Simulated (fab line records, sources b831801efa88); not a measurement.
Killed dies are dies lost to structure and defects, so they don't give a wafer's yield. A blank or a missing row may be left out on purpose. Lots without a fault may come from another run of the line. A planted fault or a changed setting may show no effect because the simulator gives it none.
Which tool did it? | flow sfq_line | 14 lots, 42 wafers sampled, at 1 step of a route of 325

WHAT THE GAUGES READ, wafer by wafer
The record holds no reading of a measuring or inspecting step that can be judged against a usual standard deviation.

WHICH TOOL RAN EACH LOT (tool, then ch and the chambers of the sampled wafers, then the start)
lot  | SFQ_TRILAYER_C5_BARC_OPEN_VIA_ETCH_210
L672 | rie_diel-04 ch 0,1, day 70 16:53
L673 | rie_diel-01 ch 0,3, day 71 00:05
L674 | rie_diel-04 ch 0,1, day 71 02:36
L675 | rie_diel-01 ch 1,2, day 71 04:33
L677 | rie_diel-02 ch 1,3, day 71 13:03
L678 | rie_diel-04 ch 1,3, day 71 15:27
L681 | rie_diel-04 ch 1,2, day 71 19:50
L684 | rie_diel-04 ch 2,3, day 72 02:15
L689 | rie_diel-01 ch 0,1,2, day 72 19:03
L690 | rie_diel-01 ch 1,2, day 78 11:47
L691 | rie_diel-01 ch 0,1,2, day 79 09:30
L692 | rie_diel-02 ch 0,2,3, day 80 08:18
L693 | rie_diel-04 ch 0,2, day 80 19:06
L695 | rie_diel-04 ch 2,3, day 81 19:12
- SFQ_TRILAYER_C5_BARC_OPEN_VIA_ETCH_210: etches BARC in O2, target depth 125 nm, time 41.7 s.

WHAT THE TOOLS THEMSELVES READ (means of the sampled wafers that have a number; where no wafer has one, the mark that the record gives instead)
SFQ_TRILAYER_C5_BARC_OPEN_VIA_ETCH_210. Usual: drypump_motor_current_A 5.7 A, standard deviation 0.64; oes_product_au 0.685 a.u., standard deviation 0.0048; run_length_s 70.1 s, standard deviation 0.39.
lot  | tool        | drypump_motor_current_A (A) | oes_product_au (a.u.) | run_length_s (s) | flag
L672 | rie_diel-04 | 5.4                         | 0.692                 | 69.6             |
L673 | rie_diel-01 | 6.2                         | 0.684                 | 69.9             |
L674 | rie_diel-04 | 5.3                         | 0.677                 | 69.6             |
L675 | rie_diel-01 | 5.4                         | 0.686                 | 70.4             |
L677 | rie_diel-02 | 5.4                         | 0.683                 | 69.7             |
L678 | rie_diel-04 | 5.7                         | 0.688                 | 70.0             |
L681 | rie_diel-04 | 5.4                         | 0.665                 | 73.5             | OFF
L684 | rie_diel-04 | 6.2                         | 0.647                 | 77.3             | OFF
L689 | rie_diel-01 | 5.6                         | 0.685                 | 70.1             |
L690 | rie_diel-01 | 5.4                         | 0.686                 | 70.4             |
L691 | rie_diel-01 | 5.6                         | 0.683                 | 70.1             |
L692 | rie_diel-02 | 5.6                         | 0.682                 | 70.0             |
L693 | rie_diel-04 | 5.5                         | 0.681                 | 70.1             |
L695 | rie_diel-04 | 5.9                         | 0.685                 | 70.4             |

THE ANSWER, worked out from the rows above alone
Rule: a lot is off if the mean of its wafers that have a number lies more than 3 standard deviations from the usual mean. A lot without any number at a reading at which 4 lots or more have one is off too. The other lots that the step has rows for count as sound. The gauges are gone through in route order, then the tools' own readings, and for those a lot's mean is taken as printed above. The first step at which some lot is off is used, and at that step the reading that is off furthest; a lot without a number counts as furthest.
Off: L681, L684, at SFQ_TRILAYER_C5_BARC_OPEN_VIA_ETCH_210 (run_length_s).
A tool fits if, at that step or a process step before it, it ran every lot that is off, and no sound lot after the first of them. None of those tried fits.

WHAT THE SIMULATOR HAD PUT IN
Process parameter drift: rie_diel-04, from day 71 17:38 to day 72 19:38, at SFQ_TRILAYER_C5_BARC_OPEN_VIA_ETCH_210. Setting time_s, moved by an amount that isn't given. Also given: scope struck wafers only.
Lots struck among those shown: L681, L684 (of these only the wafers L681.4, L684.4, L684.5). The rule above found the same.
